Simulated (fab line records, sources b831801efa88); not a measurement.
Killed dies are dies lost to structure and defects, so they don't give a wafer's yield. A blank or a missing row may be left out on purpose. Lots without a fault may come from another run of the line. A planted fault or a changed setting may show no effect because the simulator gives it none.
A struck lot beside a sound one | flow sky130 | 37 steps out of a route of 708
Sound: wafers L914.1, L914.2, L914.4. Struck: wafers L926.1, L926.3, L926.6. The cause comes at the end.
At each step with rows: each side's tool, then ch and its chambers, then its first start. Under that, the readings that differ: sound wafers | struck wafers | difference of the means | sigmas: that difference in standard deviations of wafers without a fault.
alike: readings whose means differ by less than 2 such deviations, and words and numbers that are the same on both sides. not compared: withheld readings, readings that some wafer has no value for, bounds like >300 that may hide the same value, and numbers for which the record gives no deviation and whose values overlap.
The two part at a step that has a row with sigmas, a row that says differs or no value, or rows on one side only. Numbers that don't overlap but have no deviation are shown without sigmas and don't part them. A reading that every wafer of one side lacks parts them only if that side has two wafers or more.

first, 10 steps without rows for these wafers: SKY_LDD_LDN_SOFTBAKE_03 (time 60 s); SKY_LDD_LDN_EXPOSE_04 (exposes mask LDNTM, target cd 700 nm); SKY_LDD_LDN_PEB_05; SKY_LDD_LDN_DEVELOP_06 (develop time 60 s); SKY_LDD_LDN_IMPLANT_08; SKY_LDD_LDN_IMPLANT_09; SKY_LDD_LDN_IMPLANT_10; SKY_LDD_LDN_IMPLANT_11; SKY_LDD_LDN_STRIP_12 (strips in O2/N2); SKY_LDD_LDN_CLEAN_14 (cleans in SC1/SC2, time 150 s).
SKY_SPACER_CVD_00: deposits Si3N4 from DCS/NH3, target thk 43.1 nm, time 740 s.
  sound on lpcvd-02 ch 0, day 24 07:37; struck on lpcvd-02 ch 1, day 28 09:12
  reading                                  | sound             | struck            | difference | sigmas
  spike_tc_bottom_C (C)                    | 788.4 788.5 789.7 | 791.8 793.9 793.3 | +4.1       | +3
  spike_tc_centre_C (C)                    | 770.0 771.3 770.5 | 776.6 777.4 778.0 | +6.7       | +7
  spike_tc_lower_C (C)                     | 769.9 771.1 770.4 | 776.3 775.4 776.1 | +5.5       | +5
  spike_tc_top_C (C)                       | 783.5 783.2 783.8 | 788.3 787.5 787.8 | +4.4       | +3
  spike_tc_upper_C (C)                     | 768.6 770.0 770.2 | 776.6 775.9 776.6 | +6.8       | +6
  susceptor_temp_C (C)                     | 770.3 769.7 770.2 | 776.5 776.8 776.6 | +6.6       | +19
  model.Si3N4_of_SPACER_CVD_00.thk_nm (nm) | 42.71 42.65 42.64 | 49.29 49.59 49.06 | +6.65      |
SKY_SPACER_THK_MEAS_01:
  sound on film_metro-03, day 24 09:25; struck on film_metro-03, day 28 11:01
  reading                | sound          | struck         | difference | sigmas
  SPACER_CVD_00_THK (nm) | 42.7 42.7 42.7 | 49.2 49.6 49.1 | +6.6       | +17
SKY_SPACER_ETCHBACK_02: etches Si3N4 in CH3F/O2, stops on SiO2, time 46.7 s, target depth 45 nm.
  sound on rie_diel-04 ch 0,1, day 24 09:29; struck on rie_diel-02 ch 1,3, day 28 11:04
  reading                  | sound             | struck            | difference | sigmas
  oes_product_au (a.u.)    | 0.857 0.847 0.846 | 0.919 0.932 0.922 | +0.074     | +12
  model.etch.depth_nm (nm) | 42.71 42.65 42.64 | 49.29 49.59 49.06 | +6.65      |
  alike: drypump_motor_current_A, throttle_valve_pct
  not compared: rf_hours_counter_h
then, 22 steps without rows for these wafers: SKY_POLY_CUT_DEHYDRATE_00 (time 60 s); SKY_POLY_CUT_HMDS_01 (prime time 60 s); SKY_POLY_CUT_COAT_02 (resist thk 60 nm); SKY_POLY_CUT_COAT_03 (resist thk 450 nm); SKY_POLY_CUT_SOFTBAKE_04 (time 90 s); SKY_POLY_CUT_EXPOSE_05 (exposes mask NPCM, target cd 270 nm); SKY_POLY_CUT_PEB_06; SKY_POLY_CUT_DEVELOP_07 (develop time 60 s); SKY_POLY_CUT_ETCH_10 (etches BARC in N2/H2, stops on SiO2, time 45.9 s, target depth 60 nm); SKY_POLY_CUT_ETCH_11 (etches Si3N4 in CF4/CH2F2/Ar, stops on poly-Si, time 42.5 s, target depth 60 nm); SKY_POLY_CUT_STRIP_12 (strips in O2/N2); SKY_SD_P_DEHYDRATE_00 (time 60 s); SKY_SD_P_HMDS_01 (prime time 60 s); SKY_SD_P_COAT_02 (resist thk 1140 nm); SKY_SD_P_SOFTBAKE_03 (time 60 s); SKY_SD_P_EXPOSE_04 (exposes mask PSDM, target cd 380 nm); SKY_SD_P_PEB_05; SKY_SD_P_DEVELOP_06 (develop time 60 s); SKY_SD_P_IMPLANT_09; SKY_SD_P_STRIP_10 (strips in O2/N2); SKY_RES_XHIGH_DEHYDRATE_00 (time 60 s); SKY_RES_XHIGH_HMDS_01 (prime time 60 s).
-- the record jumps here: 5 days lie between the struck wafers' starts before and after (it left off in module RES_XHIGH and takes up again in module SALICIDE, whose first step shown is number 361 of the route) --
SKY_SALICIDE_CLEAN_00: cleans in HF-last, time 30 s.
  sound on wet_bench-01 ch 2, day 29 06:04; struck on wet_bench-02 ch 2, day 33 01:49
  reading                                  | sound             | struck           | difference | sigmas
  model.Si3N4_of_SPACER_CVD_00.thk_nm (nm) | 41.71 41.66 41.64 | 48.3 48.61 48.08 | +6.7       |
-- the record jumps here: 16 days lie between the struck wafers' starts before and after (it left off in module SALICIDE and takes up again in module PAD_OPEN, whose first step shown is number 708 of the route) --
SKY_PAD_OPEN_PROBE_99:
  sound on prober-01, day 46 18:50; struck on prober-01, day 49 11:15
  reading                                 | sound                | struck               | difference | sigmas
  model.etest.pfet_01v8.r_on_ohm_um       | 3065 2942 2993       | 3198 3158 3217       | +191       |
  model.etest.nfet_g5v0d10v5.r_on_ohm_um  | 1919 1895 1913       | 1936 1946 1932       | +29        |
  model.etest.sonos_uncharged.r_on_ohm_um | 822.2 826.2 801      | 860.7 860.1 861.8    | +44.4      |
  model.etest.pfet_01v8.drive_ua_um       | 176.6 184.5 180.7    | 167.9 173.2 166.9    | -11.3      |
  model.etest.sram_pfet_latch.drive_ua_um | 131.8 143.3 137.3    | 130.9 125 129.4      | -9.0       |
  model.etest.pfet_01v8_hvt.drive_ua_um   | 130.3 138.4 134.3    | 125.1 127.9 124.3    | -8.6       |
  model.etest.pfet_01v8.off_log10_a_um    | -10.53 -10.26 -10.22 | -11.14 -11.05 -11.33 | -0.84      |
  alike: killed_at_M0_to_M3, killed_at_M4_up, killed_at_contacts, killed_at_front_end, killed_at_other, killed_dies, killed_open, killed_short

WHERE THEY PART
First at SKY_SPACER_CVD_00; last, within this record, at SKY_SPACER_ETCHBACK_02. Later steps at which nothing parts them and some readings are alike: SKY_PAD_OPEN_PROBE_99.

WHY: what the simulator had put in
Process parameter drift: lpcvd-02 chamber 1, from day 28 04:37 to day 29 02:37, at SKY_SPACER_CVD_00. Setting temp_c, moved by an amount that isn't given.
